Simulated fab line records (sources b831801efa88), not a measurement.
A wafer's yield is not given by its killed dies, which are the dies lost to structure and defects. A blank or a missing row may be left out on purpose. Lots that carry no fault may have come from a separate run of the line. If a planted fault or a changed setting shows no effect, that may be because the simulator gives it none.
Matching of chambers + flow gf180mcu + 3 sister chambers for GF_CONTACT_CVD_02 on pecvd-01
The step deposits SiO2 from TEOS, target thk 860 nm, time 95.992 s. 14 wafers are shown with their chamber, then 7 later ones without.

== WAFERS WITH THEIR CHAMBER ==
| wafer  | chamber | heater-power-w (W) |
|--------|---------|--------------------|
| L076.3 | 1       | 785                |
| L076.4 | 2       | 756                |
| L076.5 | 0       | 616                |
| L077.1 | 0       | 552                |
| L077.3 | 1       | 810                |
| L077.5 | 1       | 656                |
| L086.2 | 2       | 918                |
| L086.3 | 0       | 638                |
| L086.6 | 0       | 516                |
| L087.1 | 0       | 605                |
| L087.3 | 1       | 775                |
| L087.4 | 2       | 838                |
| L091.1 | 2       | 892                |
| L091.3 | 1       | 703                |

SIGNATURES (averages over the wafers above)
| reading        | chamber 0 | chamber 1 | chamber 2 | scatter within a chamber |
|----------------|-----------|-----------|-----------|--------------------------|
| heater-power-w | 585.40    | 745.80    | 851.00    | 61.6                     |
Rule: for a wafer and a chamber, the distance is found by dividing, reading by reading, the gap between the wafer's reading and the chamber's mean by the reading's scatter, squaring, summing and taking the root. If the next closest chamber is less than 2 further off than the closest, the wafer can't be placed; otherwise it belongs to the closest. The scatter: the root of (the sum of the squares of (reading less its chamber's mean) over the shown wafers, divided by (wafers less chambers)).

== WAFERS WHOSE CHAMBER IS MISSING ==
| wafer  | heater-power-w (W) |
|--------|--------------------|
| L091.6 | 526                |
| L096.1 | 564                |
| L096.5 | 762                |
| L096.6 | 920                |
| L097.1 | 816                |
| L097.3 | 917                |
| L097.4 | 747                |

== THE CHAMBER EACH PASSED THROUGH ==
| wafer  | from the rows above     | in truth |
|--------|-------------------------|----------|
| L091.6 | 0                       | 0        |
| L096.1 | 0                       | 0        |
| L096.5 | can't be placed: 1 or 2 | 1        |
| L096.6 | can't be placed: 2 or 1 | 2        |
| L097.1 | can't be placed: 2 or 1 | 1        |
| L097.3 | can't be placed: 2 or 1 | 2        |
| L097.4 | can't be placed: 1 or 2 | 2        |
Placed correctly: 2 of 7. Can't be placed from these rows: 5 (the true chamber is among the candidates in 5). Wrongly placed: 0.
